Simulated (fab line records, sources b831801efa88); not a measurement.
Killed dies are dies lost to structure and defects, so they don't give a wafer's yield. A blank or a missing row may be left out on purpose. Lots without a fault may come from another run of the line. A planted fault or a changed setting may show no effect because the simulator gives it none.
fab line records | flow sky130 | part 2 of 2: steps 26 to 35 of 35
record lots=5 wafers=15 last_day=51
route steps=708 shown SPACER@305 POLY_CUT@307 SD_P@320 RES_XHIGH@332
lots that met no fault: from a run of the same line without faults
start_h: hours from the record's first day to the start of the lot's first wafer shown | wait_h: hours since the lot's step before | " the same as in the row above | L1.1+2: a row that stands for several wafers | - no value, or no start given | * or withheld: withheld | < > ~ a bound
route shown NAME@n: a module of which the file shows steps, and the number in the route of the first | usual: mean/standard deviation of fault-free wafers | same: alike in all rows | chamber/n: place in a boat | sites: the reading at each site | _std_site: their standard deviation | _edge_site: outer sites' mean less inner sites' | radius_mm: how far each site lies from the wafer's centre | mask NAME#n: copy n | behind: the tool/chamber that last shaped the wafer | hold: why the lot was held/for how many hours/how that ended | device: the transistor (n, p or np) that didn't switch | end of line: the same wafers' tests at the end of the route | a step without rows: its recipe alone | killed: dies lost to structure and defects at the first sort, not the wafer's yield | map: a wafer's dies, x killed, . not, _ none there
set.NAME: the setting as run; set.NAME@STEP: as run at that earlier step | model.NAME: the simulator's own value behind a step, which no gauge read
lots at some steps of the route; a table a step, a row a wafer
services: from which hour (start_h, from the record's first day; less than 0 if before it) a tool's chamber was out of use, for how many hours, and why
## steps
# step SKY_SD_P_STRIP_10
# recipe chemistry=O2/N2 power_w=1400 pressure_mtorr=1500 platen_temp_c=withheld o2_flow_sccm=3000 n2_flow_sccm=300 overash_fraction=0.5
# usual chamber_pressure_mTorr=1500.2/1.4 drypump_motor_current_A=5.5/0.35 oes_product_au=0.618/0.0051 strip_time_to_endpoint_s=17.49/0.04
# columns lot.wafer tool chamber start_h wait_h chamber_pressure_mTorr drypump_motor_current_A oes_product_au rf_hours_counter_h strip_time_to_endpoint_s
L081.2 plasma_asher-04 0 628.03 0.1 1500.9 5.7 0.625 94 17.53
L081.4 " 1 " " 1498.5 5.6 0.619 - 17.53
L081.5 " 1 " " 1501.0 5.6 0.616 - 17.55
L084.1 plasma_asher-02 0 666.39 0.1 1499.5 5.6 0.621 24 17.46
L084.2 " 1 " " 1499.7 5.3 0.618 24 17.46
L084.3 " 1 " " 1501.9 5.3 0.626 - 17.44
L085.1 plasma_asher-02 0 787.59 0.1 1499.4 5.6 0.623 37 17.46
L085.3 " 1 " " 1499.4 5.3 0.630 - 17.45
L085.5 " 0 " " 1500.4 5.6 0.619 - 17.49
L096.1 plasma_asher-04 0 790.59 0.1 1502.2 5.7 0.618 3 17.41
L096.3 " 1 " " 1503.1 5.6 0.607 - 17.45
L096.6 " 1 " " 1498.9 5.6 0.616 - 17.39
L092.1 plasma_asher-01 0 794.49 0.1 1502.3 4.7 0.620 67 17.49
L092.2 " 1 " " 1499.1 5.9 0.621 67 17.50
L092.6 " 1 " " 1500.7 5.9 0.621 - 17.48
# step SKY_SD_P_TW_MEAS_11
# usual SD_P_TW=2820/27
# columns lot.wafer tool chamber start_h wait_h SD_P_TW
L081.2 film_metro-04 - 628.14 0.1 2861
L081.4 " - " " 2851
L081.5 " - " " 2853
L084.1 film_metro-04 - 666.49 0.1 2855
L084.2 " - " " 2859
L084.3 " - " " 2857
L085.1 film_metro-03 - 787.69 0.1 2790
L085.3 " - " " 2785
L085.5 " - " " 2788
L096.1 film_metro-02 - 790.69 0.1 2811
L096.3 " - " " 2816
L096.6 " - " " 2838
L092.1 film_metro-04 - 794.59 0.1 2851
L092.2 " - " " 2844
L092.6 " - " " 2828
# step SKY_RES_XHIGH_DEHYDRATE_00
# recipe temp_c=200 time_s=60
# usual heater_power_total_W=160.39/0.12
# columns lot.wafer tool chamber start_h wait_h heater_power_total_W
L081.2 litho_track-04 0 643.15 15.0 160.33
L081.4 " 0 " " 160.37
L081.5 " 0 " " 160.21
L084.1 litho_track-01 0 679.98 13.5 160.32
L084.2 " 0 " " 160.41
L084.3 " 0 " " 160.26
L085.1 litho_track-02 0 798.93 11.2 160.40
L085.3 " 0 " " 160.58
L085.5 " 0 " " 160.39
L096.1 litho_track-01 0 802.53 11.8 160.30
L096.3 " 0 " " 160.29
L096.6 " 0 " " 160.31
L092.1 litho_track-02 0 807.18 12.6 160.34
L092.2 " 0 " " 160.30
L092.6 " 0 " " 160.55
# step SKY_RES_XHIGH_HMDS_01
# recipe prime_time_s=60 prime_temp_c=120
# columns lot.wafer tool chamber start_h wait_h
L081.2+4+5 litho_track-04 0 643.30 0.1
L084.1+2+3 litho_track-01 0 680.13 0.1
L085.1+3+5 litho_track-02 0 799.08 0.1
L096.1+3+6 litho_track-01 0 802.68 0.1
L092.1+2+6 litho_track-02 0 807.33 0.1
# step SKY_RES_XHIGH_COAT_02
# recipe resist=NOVOLAK spin_rpm=3000 resist_thk_nm=1140
# usual spin_speed_rpm=3000.4/2.1
# columns lot.wafer tool chamber start_h wait_h spin_speed_rpm
L081.2 litho_track-04 0 643.45 0.1 3001.8
L081.4 " 0 " " 3000.4
L081.5 " 0 " " 3001.1
L084.1 litho_track-01 0 680.28 0.1 2999.0
L084.2 " 0 " " 3001.3
L084.3 " 0 " " 2999.4
L085.1 litho_track-02 0 799.23 0.1 2998.5
L085.3 " 0 " " 2999.0
L085.5 " 0 " " 2997.0
L096.1 litho_track-01 0 802.83 0.1 3003.0
L096.3 " 0 " " 3001.1
L096.6 " 0 " " 3000.6
L092.1 litho_track-02 0 807.48 0.1 3001.3
L092.2 " 0 " " 3000.1
L092.6 " 0 " " 2999.9
# step SKY_RES_XHIGH_SOFTBAKE_03
# recipe temp_c=90 time_s=60 resist=NOVOLAK
# usual heater_power_total_W=56.60/0.041
# columns lot.wafer tool chamber start_h wait_h heater_power_total_W
L081.2 litho_track-04 0 643.60 0.1 56.55
L081.4 " 0 " " 56.59
L081.5 " 0 " " 56.65
L084.1 litho_track-01 0 680.43 0.1 56.61
L084.2 " 0 " " 56.60
L084.3 " 0 " " 56.55
L085.1 litho_track-02 0 799.38 0.1 56.60
L085.3 " 0 " " 56.61
L085.5 " 0 " " 56.57
L096.1 litho_track-01 0 802.98 0.1 56.66
L096.3 " 0 " " 56.63
L096.6 " 0 " " 56.67
L092.1 litho_track-02 0 807.63 0.1 56.57
L092.2 " 0 " " 56.64
L092.6 " 0 " " 56.58
# step SKY_RES_XHIGH_EXPOSE_04
# recipe mask_id=URPM na=0.6 source_shape=conventional sigma_outer=0.6 polarization=unpolarized target_cd_nm=1270 dose_mj=140
# usual stage_vel_mm_s=500.04/0.25
# columns lot.wafer tool chamber start_h wait_h mask stage_vel_mm_s
L081.2 iline_stepper-01 0 - - URPM#0 500.50
L081.4 " 0 " " URPM#0 500.05
L081.5 " 0 " " URPM#0 500.25
L084.1 iline_stepper-02 0 - - URPM#0 500.10
L084.2 " 0 " " URPM#0 500.20
L084.3 " 0 " " URPM#0 499.64
L085.1 iline_stepper-01 0 - - URPM#0 499.68
L085.3 " 0 " " URPM#0 499.91
L085.5 " 0 " " URPM#0 499.93
L096.1 iline_stepper-02 0 - - URPM#0 499.88
L096.3 " 0 " " URPM#0 500.18
L096.6 " 0 " " URPM#0 500.29
L092.1 iline_stepper-01 0 - - URPM#0 500.28
L092.2 " 0 " " URPM#0 500.03
L092.6 " 0 " " URPM#0 500.37
# step SKY_RES_XHIGH_PEB_05
# recipe temp_c=withheld time_s=* resist=NOVOLAK
# columns lot.wafer tool chamber start_h wait_h
L081.2+4+5 litho_track-01 0 - -
L084.1+2+3 litho_track-04 0 - -
L085.1+3+5 litho_track-01 0 - -
L096.1+3+6 litho_track-04 0 - -
L092.1+2+6 litho_track-04 0 - -
# step SKY_RES_XHIGH_DEVELOP_06
# recipe resist=NOVOLAK developer=TMAH develop_time_s=60 dev_temp_c=23
# usual developer_temp_C=23.02/0.11
# same develop_time_s=60
# columns lot.wafer tool chamber start_h wait_h developer_temp_C
L081.2 litho_track-01 0 655.21 0.1 22.90
L081.4 " 0 " " 23.14
L081.5 " 0 " " 23.03
L084.1 litho_track-04 0 694.43 0.1 23.02
L084.2 " 0 " " 22.90
L084.3 " 0 " " 23.11
L085.1 litho_track-01 0 813.23 0.1 22.98
L085.3 " 0 " " 23.14
L085.5 " 0 " " 23.10
L096.1 litho_track-04 0 816.13 0.1 22.90
L096.3 " 0 " " 22.87
L096.6 " 0 " " 23.01
L092.1 litho_track-04 0 820.48 0.1 22.87
L092.2 " 0 " " 23.09
L092.6 " 0 " " 22.91
# step SKY_RES_XHIGH_IMPLANT_07
# recipe species=BF2 energy_kev=20 dose_cm2=3.6e+14 tilt_deg=0
# columns lot.wafer tool chamber start_h wait_h
L081.2+4+5 implanter-03 0 655.36 0.1
L084.1+2+3 implanter-03 0 694.58 0.1
L085.1+3+5 implanter-03 0 813.38 0.1
L096.1+3+6 implanter-03 0 816.28 0.1
L092.1+2+6 implanter-04 0 820.63 0.1
## services
# columns tool chamber start_h hours kind
iline_stepper-02 - 550.21 1.7 pm
iline_stepper-02 - 567.97 2.1 pm
implanter-03 - 595.47 1.4 repair
iline_stepper-01 - 596.16 2.1 pm
plasma_asher-02 - 598.69 0.5 repair
plasma_asher-02 - 600.56 0.6 repair
rie_diel-03 2 610.28 4.9 repair
rie_diel-03 3 610.54 2.5 repair
implanter-03 - 628.93 19.8 pm
rie_diel-03 1 635.61 20.2 repair
rie_diel-03 1 657.44 29.3 repair
iline_stepper-01 - 679.03 1.7 pm
implanter-03 - 679.36 2.9 pm
iline_stepper-01 - 688.13 4.4 pm
implanter-03 - 710.83 2.4 repair
iline_stepper-02 - 729.60 4.4 pm
iline_stepper-01 - 741.64 2.8 repair
plasma_asher-02 - 745.76 2.8 pm
plasma_asher-02 - 748.51 4.3 pm
rie_diel-03 - 755.78 0.9 repair
iline_stepper-01 - 760.03 4.3 pm
iline_stepper-02 - 768.39 1.7 pm
iline_stepper-02 - 814.90 1.1 repair
rie_diel-03 3 815.44 12.0 repair
